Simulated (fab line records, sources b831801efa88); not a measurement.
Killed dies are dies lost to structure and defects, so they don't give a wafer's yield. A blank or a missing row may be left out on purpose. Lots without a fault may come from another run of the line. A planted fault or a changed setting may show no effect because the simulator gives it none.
One fault seen from 2 desks | flow gf180mcu | each desk has only its own numbers; what lay behind them comes last

THE TOOL OWNER'S DESK: wet_bench-02
The tool's own readings at GF_MIM_STRIP_21 (strips in post etch residue remover, time 1200 s): means of the sampled wafers that have a number, for each lot that ran on this tool. A lot is out of limits, marked OUT, if its mean lies more than 4 standard deviations from the usual mean; the brackets give that distance.
Columns: A = bath_heat_duty_pct at GF_MIM_STRIP_21, usual 14.3 %; B = run_length_s at GF_MIM_STRIP_21, usual 1228 s
lot  | first seen here | A    | B
L813 | day 26 12:32    | 13.1 | 1231
L821 | day 28 17:40    | 14.1 | 1227
L822 | day 28 18:01    | 13.6 | 1227
L825 | day 30 02:53    | 15.9 | 1076 (-46) OUT
L826 | day 30 10:40    | 16.6 | 1076 (-46) OUT
This desk's finding: out of limits on L825, L826; first on L825, day 30 02:53 (run_length_s at GF_MIM_STRIP_21). In limits: L813, L821, L822.

THE METROLOGY DESK
What the gauges read, lot by lot, whatever tool the lot ran on: means of the sampled wafers that have a number. A lot is out of limits, marked OUT, if its mean lies more than 4 standard deviations from the usual mean; the brackets give that distance.
Columns: A = V3_W_THK at GF_V3_THK_MEAS_25, usual 349 nm
lot  | first seen here | A
L811 | day 22 20:55    | 347
L812 | day 23 00:48    | 353
L813 | day 23 16:36    | 351
L814 | day 23 19:51    | 351
L815 | day 24 00:01    | 347
L816 | day 24 18:43    | 349
L819 | day 25 17:46    | 350
L821 | day 25 23:39    | 342
L822 | day 26 02:14    | 351
L825 | day 27 13:05    | 347
L826 | day 27 19:55    | 344
L831 | day 29 06:22    | 353
L834 | day 30 01:27    | 347
This desk's finding: nothing out of limits on any of the 13 lots.

PUT TOGETHER
The tool owner's desk could have raised an alarm at day 30 02:53, on L825, L826.
The metrology desk saw nothing out of limits.
The metrology desk has L825, L826 on record, within its limits.
Of the lots named, all ran GF_MIM_STRIP_21 on wet_bench-02.

WHAT THE SIMULATOR HAD PUT IN
Process parameter drift: wet_bench-02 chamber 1, from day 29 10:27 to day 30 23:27, at GF_MIM_STRIP_21. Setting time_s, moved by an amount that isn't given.
Lots struck among those shown: L825, L826.
Hours from the fault's start to each desk's first reading out of limits: the tool owner's desk, 16.
